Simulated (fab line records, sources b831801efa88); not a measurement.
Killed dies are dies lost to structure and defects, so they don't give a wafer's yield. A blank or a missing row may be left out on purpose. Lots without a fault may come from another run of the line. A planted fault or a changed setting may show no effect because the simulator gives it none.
Which tool did it? | flow sky130 | 14 lots, 40 wafers sampled, at 5 steps of a route of 708

WHAT THE GAUGES READ, wafer by wafer
SKY_VT_ADJUST_LVTN_TW_MEAS_10. Usual: VT_ADJUST_LVTN_TW 241.3, standard deviation 1.9.
lot  | measured     | on            | VT_ADJUST_LVTN_TW | flag
L544 | day 6 21:17  | film_metro-04 | 243.6 244.3 243.3 |
L545 | day 7 04:04  | film_metro-02 | 240.8 241.3 242.2 |
L546 | day 7 07:50  | film_metro-03 | 237.4 238.0 238.7 |
L547 | day 7 11:33  | film_metro-04 | 242.1 243.0 243.3 |
L548 | day 7 21:17  | film_metro-02 | 241.9 242.2 241.0 |
L549 | day 8 05:34  | film_metro-04 | 243.1 241.6       |
L552 | day 9 02:11  | film_metro-02 | 240.6 240.9       |
L560 | day 11 08:43 | film_metro-02 | 241.7 240.5 239.8 |
L561 | day 11 13:32 | film_metro-02 | 240.3 240.4 240.2 |
L562 | day 11 21:29 | film_metro-04 | 242.2 244.3 242.3 |
L564 | day 12 12:04 | film_metro-02 | 242.0 242.3 241.0 |
L565 | day 12 18:10 | film_metro-02 | 241.7 240.4 242.4 |
L566 | day 13 01:31 | film_metro-02 | 241.2 240.6 241.3 |
L567 | day 13 02:28 | film_metro-02 | 242.3 241.8 243.0 |

SKY_VT_ADJUST_HVTR_CD_MEAS_07: target cd 380 nm. Usual: cd_nm 380.4 nm, standard deviation 2.5.
lot  | measured     | on        | cd_nm (nm)        | flag
L544 | day 9 11:23  | cd_sem-02 | 381.1 384.4 385.1 |
L545 | day 9 18:08  | cd_sem-01 | 381.8 384.0 382.5 |
L546 | day 9 23:12  | cd_sem-02 | 380.3 381.9 381.1 |
L547 | day 10 03:04 | cd_sem-02 | 379.1 377.4 377.4 |
L548 | day 10 13:42 | cd_sem-02 | 374.9 376.1 377.0 |
L549 | day 10 23:28 | cd_sem-02 | 381.0 381.6       |
L552 | day 11 23:29 | cd_sem-02 | 380.7 383.3       |
L560 | day 14 10:44 | cd_sem-02 | 381.8 381.1 383.8 |
L561 | day 14 15:26 | cd_sem-01 | 379.8 381.2 379.8 |
L562 | day 15 00:33 | cd_sem-02 | 377.2 378.3 377.8 |
L564 | day 15 16:43 | cd_sem-01 | 379.6 381.2 376.6 |
L565 | day 16 00:37 | cd_sem-02 | 382.2 378.9 381.9 |
L566 | day 16 07:28 | cd_sem-02 | 379.3 379.7 379.6 |
L567 | day 16 09:13 | cd_sem-01 | 380.3 380.0 380.9 |

SKY_SONOS_ONO_CD_MEAS_13: target cd 410 nm. Usual: cd_nm 409.9 nm, standard deviation 2.2.
lot  | measured     | on        | cd_nm (nm)        | flag
L544 | day 12 13:52 | cd_sem-02 | 412.6 413.1 414.2 |
L545 | day 12 21:34 | cd_sem-02 | 410.9 410.8 409.6 |
L546 | day 13 03:08 | cd_sem-01 | 407.7 407.9 408.1 |
L547 | day 13 08:49 | cd_sem-02 | 407.3 406.7 408.0 |
L548 | day 13 20:46 | cd_sem-02 | 409.5 407.0 408.5 |
L549 | day 14 06:42 | cd_sem-02 | 312.8 408.1       | OFF
L552 | day 15 13:08 | cd_sem-02 | 316.3 314.6       | OFF
L560 | day 18 02:43 | cd_sem-02 | 410.5 408.9 409.8 |
L561 | day 18 10:30 | cd_sem-01 | 410.4 408.9 410.8 |
L562 | day 18 19:44 | cd_sem-02 | 409.5 409.8 411.8 |
L564 | day 19 14:38 | cd_sem-02 | 411.8 410.4 411.8 |
L565 | day 19 23:59 | cd_sem-01 | 412.9 411.3 412.4 |
L566 | day 20 03:44 | cd_sem-02 | 404.5 406.0 405.1 |
L567 | day 20 05:58 | cd_sem-01 | 411.7 411.1 409.9 |

SKY_GATE_OXIDE_OVL_MEAS_10. Usual: GATE_OXIDE_OVL -0.2 nm, standard deviation 1.4.
lot  | measured     | on         | GATE_OXIDE_OVL (nm) | flag
L544 | day 13 17:10 | overlay-01 | 2.4 0.5 1.5         |
L545 | day 14 01:23 | overlay-02 | 2.0 -0.3 -0.2       |
L546 | day 14 05:40 | overlay-02 | -1.3 -1.8 -3.4      |
L547 | day 14 12:36 | overlay-01 | 0.7 -1.3 -0.7       |
L548 | day 15 00:50 | overlay-01 | -0.8 0.4 -2.2       |
L549 | day 15 13:04 | overlay-02 | 2.2                 |
L560 | day 19 12:38 | overlay-02 | 2.5 2.0 1.9         |
L561 | day 19 19:19 | overlay-02 | -0.1 0.6 0.0        |
L562 | day 20 05:40 | overlay-01 | 0.0 -1.3 -2.0       |
L564 | day 21 01:47 | overlay-01 | -2.2 1.1 -0.1       |
L565 | day 21 14:07 | overlay-02 | 0.5 -1.7 -0.5       |
L566 | day 21 14:23 | overlay-01 | -1.2 -2.9 -3.0      |
L567 | day 21 14:25 | overlay-02 | -1.5 -0.2 -1.5      |

WHICH TOOL RAN EACH LOT (tool, then ch and the chambers of the sampled wafers, then the start)
lot  | SKY_SONOS_ONO_EXPOSE_10
L544 | iline_stepper-02 ch 0, day 12 02:01
L545 | iline_stepper-01 ch 0, day 12 09:35
L546 | iline_stepper-01 ch 0, day 12 15:16
L547 | iline_stepper-01 ch 0, day 12 20:17
L548 | iline_stepper-01 ch 0, day 13 08:19
L549 | iline_stepper-01 ch 0, day 13 19:26
L552 | iline_stepper-01 ch 0, day 14 23:07
L560 | iline_stepper-02 ch 0, day 17 12:13
L561 | iline_stepper-02 ch 0, day 17 20:04
L562 | iline_stepper-02 ch 0, day 18 05:50
L564 | iline_stepper-01 ch 0, day 18 23:16
L565 | iline_stepper-01 ch 0, day 19 08:58
L566 | iline_stepper-01 ch 0, day 19 12:47
L567 | iline_stepper-01 ch 0, day 19 15:35
- SKY_SONOS_ONO_EXPOSE_10: exposes mask ONOM, target cd 410 nm.

WHAT THE TOOLS THEMSELVES READ (means of the sampled wafers that have a number; where no wafer has one, the mark that the record gives instead)
The record holds no such reading with a usual standard deviation.

THE ANSWER, worked out from the rows above alone
Rule: a lot is off if the mean of its wafers that have a number lies more than 3 standard deviations from the usual mean. A lot without any number at a reading at which 4 lots or more have one is off too. The other lots that the step has rows for count as sound. The gauges are gone through in route order, then the tools' own readings, and for those a lot's mean is taken as printed above. The first step at which some lot is off is used, and at that step the reading that is off furthest; a lot without a number counts as furthest.
Off: L549, L552, at SKY_SONOS_ONO_CD_MEAS_13 (cd_nm).
A tool fits if, at a process step before that reading, it ran every lot that is off, and no sound lot after the first of them. The gauges at SKY_SONOS_ONO_CD_MEAS_13 are tried like those tools. None of those tried fits.

WHAT THE SIMULATOR HAD PUT IN
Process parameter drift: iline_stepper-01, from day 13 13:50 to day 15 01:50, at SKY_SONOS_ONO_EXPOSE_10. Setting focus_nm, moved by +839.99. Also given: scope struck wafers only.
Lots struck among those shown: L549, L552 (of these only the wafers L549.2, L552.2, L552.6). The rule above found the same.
